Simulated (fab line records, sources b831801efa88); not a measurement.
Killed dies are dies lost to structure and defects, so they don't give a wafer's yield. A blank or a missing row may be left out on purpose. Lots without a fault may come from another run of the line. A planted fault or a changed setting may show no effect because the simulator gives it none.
One fault seen from 2 desks | flow sky130 | each desk has only its own numbers; what lay behind them comes last

THE TOOL OWNER'S DESK: pecvd-02
The tool's own readings at SKY_CAPM_CVD_00 (deposits SiO2, target thk 15.5 nm): means of the sampled wafers that have a number, for each lot that ran on this tool. A lot is out of limits, marked OUT, if its mean lies more than 4 standard deviations from the usual mean; the brackets give that distance.
Columns: A = heater_power_w at SKY_CAPM_CVD_00, usual 686 W
lot  | first seen here | A
L747 | day 35 23:25    | 834
L756 | day 38 17:27    | 848
L757 | day 39 01:58    | 786
L768 | day 42 15:35    | 812
This desk's finding: nothing out of limits on any of the 4 lots.

THE METROLOGY DESK
What the gauges read, lot by lot, whatever tool the lot ran on: means of the sampled wafers that have a number. A lot is out of limits, marked OUT, if its mean lies more than 4 standard deviations from the usual mean; the brackets give that distance.
Columns: A = CONTACT_OVL at SKY_CONTACT_OVL_MEAS_15, usual -3 nm; B = CAPM_CVD_00_THK at SKY_CAPM_THK_MEAS_01, usual 15.57 nm
lot  | first seen here | A   | B
L747 | day 31 04:27    | -5  | 15.51
L748 | day 31 05:00    | -10 | 15.45
L756 | day 34 00:10    | -1  | 18.01 (+10) OUT
L757 | day 34 07:53    | 6   | 18.82 (+14) OUT
L759 | day 34 19:43    | -1  | 15.61
L761 | day 35 05:39    | -1  | 15.45
L762 | day 35 16:11    | -7  | 15.84
L764 | day 36 06:19    | -12 | 15.80
L767 | day 37 12:44    | -10 | 15.58
L766 | day 37 16:00    | 3   | 15.61
L768 | day 38 00:43    | -11 | 15.59
This desk's finding: out of limits on L756, L757; first on L756, day 38 17:30 (CAPM_CVD_00_THK at SKY_CAPM_THK_MEAS_01). In limits: L747, L748, L759, L761, L762, L764, L767, L766, L768.

PUT TOGETHER
The metrology desk could have raised an alarm at day 38 17:30, on L756, L757.
The tool owner's desk saw nothing out of limits.
The tool owner's desk has L756, L757 on record, within its limits.
Of the lots named, all ran SKY_CAPM_CVD_00 on pecvd-02.

WHAT THE SIMULATOR HAD PUT IN
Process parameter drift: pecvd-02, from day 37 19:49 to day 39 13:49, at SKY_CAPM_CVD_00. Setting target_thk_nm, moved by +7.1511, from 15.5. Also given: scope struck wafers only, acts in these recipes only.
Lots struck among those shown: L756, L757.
Hours from the fault's start to each desk's first reading out of limits: the metrology desk, 22.
